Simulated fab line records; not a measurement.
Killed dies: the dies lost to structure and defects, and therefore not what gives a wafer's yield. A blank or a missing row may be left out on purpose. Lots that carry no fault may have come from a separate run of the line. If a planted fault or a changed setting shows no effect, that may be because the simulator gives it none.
Which tool is to blame? | flow sky130 | route of 708 steps, sampled at 1 step: 12 lots, 36 wafers

== WHAT THE GAUGES READ, wafer by wafer ==
SKY_FIELD_ISO_BOW_MEAS_00.
lot  | measured    | on            | INCOMING_BOW (um)
L075 | day 1 15:00 | film_metro-01 | 3 -6 2
L077 | day 2 01:00 | film_metro-03 | -18 -14 -12
L079 | day 2 11:01 | film_metro-02 | 6 -2 -1
L081 | day 2 21:01 | film_metro-01 | -1 -20 -4
L083 | day 3 07:01 | film_metro-02 | -8 5 12
L085 | day 3 17:02 | film_metro-01 | 5 18 -3
L087 | day 4 03:00 | film_metro-02 | -10 -4 -15
L089 | day 4 13:00 | film_metro-03 | 1 2 -3
L091 | day 4 23:01 | film_metro-01 | -1 -7 15
L093 | day 5 09:01 | film_metro-02 | -5 5 7
L095 | day 5 19:00 | film_metro-03 | -3 -4 -4
L097 | day 6 05:01 | film_metro-01 | -4 -5 -6

== WHAT TOOL EACH LOT RAN ON (gives the tool, then ch and the chambers of the sampled wafers, and finally the start) ==
Before these readings, the record contains no process step.

== THE ANSWER, worked out from the rows above alone ==
Rule: the usual values come from the lots themselves. The widest of any qualifying gaps counts: lots, ordered by their means at a reading, are off when they make up no more than a third of the lots, leave a main group of 4 or more, and stand apart from it by 3 or more times the standard deviation of that group's means. A main group is skipped when, at the precision printed for the reading in the tables above, its means are all equal. A lot without any number at a reading at which 4 lots or more have one is off too. Where the step has rows for the other lots, those lots are counted as sound.
No lot is off at any reading shown: from this, nothing can be told.

== WHAT HAD BEEN PUT IN BY THE SIMULATOR ==
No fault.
